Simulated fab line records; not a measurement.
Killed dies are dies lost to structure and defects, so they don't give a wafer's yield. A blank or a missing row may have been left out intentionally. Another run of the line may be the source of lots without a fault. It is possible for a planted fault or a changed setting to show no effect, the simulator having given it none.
A struck lot beside a sound one / flow sky130 / 14 steps out of a route of 708
Sound: these wafers, L900.1, L900.2, L900.4. Wafers L914.2, L914.5, L914.6 were the ones struck. The cause comes at the end.
Each step with rows lists, per side, the tool, then ch with its chambers, then its first start. Under that, the readings that differ: sound wafers / struck wafers / difference of the means / sigmas: that difference in standard deviations of wafers without a fault.
alike: a reading whose means differ by less than 2 such deviations, as well as words and numbers matching on both sides. not compared: withheld readings; readings where some wafer has no value; bounds like >300 that might hide an equal value; numbers whose values overlap and for which the record gives no deviation.
The two part at a step that has a row with sigmas, a row that says differs or no value, or rows on one side only. When numbers do not overlap yet have no deviation, they are printed without sigmas and do not part them. Lack of a reading on every wafer of one side parts them only where that side has two or more wafers.

first, 1 step without rows for these wafers: SKY_NWELL_IMPLANT_24.
SKY_NWELL_STRIP_25: strips in O2/N2.
  sound on plasma-asher-02 ch 0,1, day 5 12:40; struck on plasma-asher-02 ch 0,1, day 8 14:28
  alike: drypump-motor-current-A, oes-product-au, strip-time-to-endpoint-s
  not compared: rf-hours-counter-h
SKY_NWELL_TW_MEAS_26:
  sound on film-metro-02 at day 5 12:46; struck on film-metro-01 at day 8 14:35
  alike: NWELL_2_TW
then, 1 step without rows for these wafers: SKY_NWELL_CLEAN_27 (cleans in SC1/SC2, time 142.7 s).
SKY_NWELL_RTA_28: time 30 s.
  sound on rtp-anneal-01 ch 0, day 5 12:53; struck on rtp-anneal-02 ch 0, day 8 14:43
  alike: lamp-power-pct, ramp-down-c-per-s, wafer_temp_C_max
SKY_NWELL_RS_MEAS_29: the measuring method here is four-point-probe.
  sound on film-metro-03 at day 5 12:59; struck on film-metro-01 at day 8 14:54
  alike: NWELL_RS
SKY_NWELL_RS_MEAS_31: the measuring method here is four-point-probe.
  sound on film-metro-03 at day 5 13:13; struck on film-metro-01 at day 8 15:08
  alike: PWDE_RS
then, 4 steps without rows for these wafers: SKY_VT_ADJUST_HVTP_DEHYDRATE_00 (time 60 s); SKY_VT_ADJUST_HVTP_HMDS_01 (prime time 60 s); SKY_VT_ADJUST_HVTP_COAT_02 (resist thk 1140 nm); SKY_VT_ADJUST_HVTP_SOFTBAKE_03 (time 60 s).
SKY_VT_ADJUST_HVTP_EXPOSE_04: exposes mask HVTPM, target cd 380 nm.
  sound on iline-stepper-02 ch 0, day 5 22:00; struck on iline-stepper-02 ch 0, day 9 01:20
reading=exposure-dose-mJ-cm2; sound=139.96 140.02 139.82; struck=137.10 136.80 136.98; difference=-2.97; sigmas=-19
  alike: mask
then, 1 step without rows for these wafers: SKY_VT_ADJUST_HVTP_PEB_05.
-- here the record skips 40 days between the struck wafers' starts before and after, leaving off in module VT_ADJUST_HVTP and picking up in module PAD_OPEN (first step shown: number 708 of the route) --
SKY_PAD_OPEN_PROBE_99:
  sound on prober-02 at day 45 11:59; struck on prober-02 at day 48 23:28
  alike: killed_at_M0_to_M3, killed_at_M4_up, killed-at-contacts, killed-at-front-end, killed-at-other, killed-dies, killed-open, killed-short

== WHERE THEY PART ==
Only at SKY_VT_ADJUST_HVTP_EXPOSE_04, as far as this record shows. Later steps at which nothing parts them and some readings are alike: SKY_PAD_OPEN_PROBE_99.

WHY: whatever the simulator had introduced
Process parameters drifting: iline-stepper-02 at SKY_VT_ADJUST_HVTP_EXPOSE_04, beginning at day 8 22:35. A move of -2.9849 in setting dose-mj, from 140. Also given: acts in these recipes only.
